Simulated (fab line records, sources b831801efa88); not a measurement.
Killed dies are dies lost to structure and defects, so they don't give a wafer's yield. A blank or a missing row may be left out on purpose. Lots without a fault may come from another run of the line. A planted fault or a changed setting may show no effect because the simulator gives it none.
Split-lot experiment | flow sky130 | 5 lots, 23 wafers read, on a route of 708 steps

THE SPLIT
At SKY_POLY_CUT_EXPOSE_05 (exposes mask NPCM, target cd 270 nm), the setting dose_mj was moved away from the recipe's 32 on 8 of the 23 wafers read, by -3.3% to +6.0%. The other wafers ran this setting at the recipe's value.

FROM THE SPLIT TO THE READING: what the file shows between them, 2 steps
- SKY_POLY_CUT_PEB_06
- SKY_POLY_CUT_DEVELOP_07: develop time 60 s

THE READING
cd_nm, in nm, at SKY_POLY_CUT_CD_MEAS_08 (target cd 270 nm). Fault-free wafers of this fab line usually give 269.9 nm, standard deviation 1.4 nm.

wafer  | tool, chamber at the split | dose_mj as run | against the recipe | cd_nm, nm | against lot-mates on the recipe
L074.2 | krf_scanner-01, 0          | 32             | recipe             | 269.6     | -
L074.4 | krf_scanner-01, 0          | 32             | recipe             | 268.6     | -
L074.5 | krf_scanner-01, 0          | 32             | recipe             | 268.9     | -
L076.1 | krf_scanner-01, 0          | 32             | recipe             | 271.7     | -
L076.2 | krf_scanner-01, 0          | 32             | recipe             | 269.8     | -
L076.4 | krf_scanner-01, 0          | 32             | recipe             | 271.1     | -
L076.5 | krf_scanner-01, 0          | 33.91          | +6.0%              | 280.1     | +9.2
L076.6 | krf_scanner-01, 0          | 33.91          | +6.0%              | 281.8     | +10.9
L081.1 | krf_scanner-02, 0          | 32             | recipe             | 268.3     | -
L081.2 | krf_scanner-02, 0          | 32             | recipe             | 271.0     | -
L081.3 | krf_scanner-02, 0          | 32             | recipe             | 268.7     | -
L081.5 | krf_scanner-02, 0          | 32             | recipe             | 268.2     | -
L081.6 | krf_scanner-02, 0          | 32             | recipe             | 268.6     | -
L083.1 | krf_scanner-02, 0          | 31.03          | -3.0%              | 261.4     | -7.6
L083.2 | krf_scanner-02, 0          | 32             | recipe             | 268.7     | -
L083.3 | krf_scanner-02, 0          | 31.03          | -3.0%              | 261.2     | -7.8
L083.4 | krf_scanner-02, 0          | 31.03          | -3.0%              | 263.2     | -5.8
L083.6 | krf_scanner-02, 0          | 32             | recipe             | 269.2     | -
L085.1 | krf_scanner-02, 0          | 32             | recipe             | 269.6     | -
L085.2 | krf_scanner-02, 0          | 30.94          | -3.3%              | 264.3     | -5.9
L085.4 | krf_scanner-02, 0          | 30.94          | -3.3%              | 265.2     | -5.1
L085.5 | krf_scanner-02, 0          | 32             | recipe             | 270.9     | -
L085.6 | krf_scanner-02, 0          | 30.94          | -3.3%              | 264.4     | -5.9

THE FIT
A straight line over all 23 wafers: cd_nm changes by +1.93 nm for each +1% of dose_mj; r = +0.96; the points scatter about the line by 1.4 nm.
The same after taking each lot's own level away (the mean of its wafers on the recipe; 23 wafers): +1.81 nm for each +1%; r = +0.98; scatter 0.99 nm.
On that fit, the largest move of dose_mj shifts the reading by 11 nm.
The lots' own levels span 268.95 to 270.87 nm, that is 1.4 times the standard deviation above.
So the lot-to-lot level changes the slope little: the two slopes agree.
Check: with one of the wafers moved furthest among these (+6.0%) left out of the fit, the line predicts +11.3 nm for it against its lot-mates. It came out at +9.23 nm against them.

THE WHOLE CHAIN: every reading that the file lists as answering this split, in the file's order
step                    | what it does                                                         | reading                                                         | change (the file's fit)              | r (the file's)
SKY_POLY_CUT_CD_MEAS_08 | target cd 270 nm                                                     | cd_nm                                                           | +1.8 nm for each +1% of the setting  | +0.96
SKY_POLY_CUT_ETCH_10    | etches BARC in N2/H2, stops on SiO2, time 45.9 s, target depth 60 nm | POLY_CUT.cd_nm (the simulator's own value, which no gauge read) | +1.85 nm for each +1% of the setting | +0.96

THE FILE'S OWN FIT
cd_nm changes by +1.8 nm for each +1% of dose_mj, r = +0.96.
